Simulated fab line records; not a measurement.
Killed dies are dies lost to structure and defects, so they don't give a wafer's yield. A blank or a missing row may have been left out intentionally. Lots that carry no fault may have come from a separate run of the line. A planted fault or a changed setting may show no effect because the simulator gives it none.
What tool caused it? :: flow sky130 :: Sampling: 6 lots, 17 wafers, 3 of 708 route steps

== WHAT EACH GAUGE READ, for each wafer ==
SKY_LI_CONTACT_THK_MEAS_01.
lot: L917
measured: day 28 06:46
on: filmMetro-04
LI_CONTACT_HDPCVD_THK (nm): 950 929 938

lot: L921
measured: day 30 00:53
on: filmMetro-03
LI_CONTACT_HDPCVD_THK (nm): 944 947 942

lot: L926
measured: day 31 11:01
on: filmMetro-02
LI_CONTACT_HDPCVD_THK (nm): 915 928 932

lot: L928
measured: day 32 02:24
on: filmMetro-03
LI_CONTACT_HDPCVD_THK (nm): 1202 920

lot: L937
measured: day 34 21:25
on: filmMetro-04
LI_CONTACT_HDPCVD_THK (nm): 932 913 919

lot: L939
measured: day 35 05:59
on: filmMetro-03
LI_CONTACT_HDPCVD_THK (nm): 940 915 953

== WHICH TOOL RAN EACH LOT (tool, then ch and the chambers of the sampled wafers, then the start) ==
lot: L917
SKY_POLY_CUT_ETCH_10: rieDiel-03 ch 2,3, day 24 12:50
SKY_LI_CONTACT_HDPCVD_00: hdpcvd-02 ch 0,1,2, day 28 06:41

lot: L921
SKY_POLY_CUT_ETCH_10: rieDiel-04 ch 0,3, day 26 07:40
SKY_LI_CONTACT_HDPCVD_00: hdpcvd-02 ch 0,2, day 30 00:47

lot: L926
SKY_POLY_CUT_ETCH_10: rieDiel-04 ch 1,3, day 27 18:49
SKY_LI_CONTACT_HDPCVD_00: hdpcvd-01 ch 0,1,2, day 31 10:53

lot: L928
SKY_POLY_CUT_ETCH_10: rieDiel-01 ch 0,1, day 28 11:13
SKY_LI_CONTACT_HDPCVD_00: hdpcvd-01 ch 1,2, day 32 02:17

lot: L937
SKY_POLY_CUT_ETCH_10: rieDiel-04 ch 1,2,3, day 31 12:46
SKY_LI_CONTACT_HDPCVD_00: hdpcvd-02 ch 0,1,2, day 34 21:17

lot: L939
SKY_POLY_CUT_ETCH_10: rieDiel-01 ch 1,2,3, day 31 21:31
SKY_LI_CONTACT_HDPCVD_00: hdpcvd-02 ch 0,2, day 35 05:53
- SKY_POLY_CUT_ETCH_10: etches BARC in N2/H2, stops on SiO2, time 45.9 s, target depth 60 nm.
- SKY_LI_CONTACT_HDPCVD_00: deposits PSG, target thk 930 nm, time 155 s.

== THE ANSWER, worked out from the rows above alone ==
Rule: what is usual is taken from the lots themselves. The widest of any qualifying gaps counts: lots, ordered by their means at a reading, are off when they make up no more than a third of the lots, leave a main group of 4 or more, and stand apart from it by 3 or more times the standard deviation of that group's means. Not used: any main group whose means are identical at the precision the tables above print for the reading. A lot without any number at a reading at which 4 lots or more have one is off too. The other lots that the step has rows for count as sound.
Off: at SKY_LI_CONTACT_THK_MEAS_01 (LI_CONTACT_HDPCVD_THK), L928. The main group: mean 933 nm, standard deviation 8.6.
A tool fits if, at a process step before that reading, it ran every lot that is off, and no sound lot after the first of them. Those tools and the gauges at SKY_LI_CONTACT_THK_MEAS_01 are tried in the same way. One fits: SKY_LI_CONTACT_HDPCVD_00 on hdpcvd-01. A fault onset in the window from L926 (day 31 10:53, its last sound lot) to L928 (day 32 02:17, its first lot off) fits.

== WHAT HAD BEEN PUT IN BY THE SIMULATOR ==
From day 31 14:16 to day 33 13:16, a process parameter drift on hdpcvd-01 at SKY_LI_CONTACT_HDPCVD_00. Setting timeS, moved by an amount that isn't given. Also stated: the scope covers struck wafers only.
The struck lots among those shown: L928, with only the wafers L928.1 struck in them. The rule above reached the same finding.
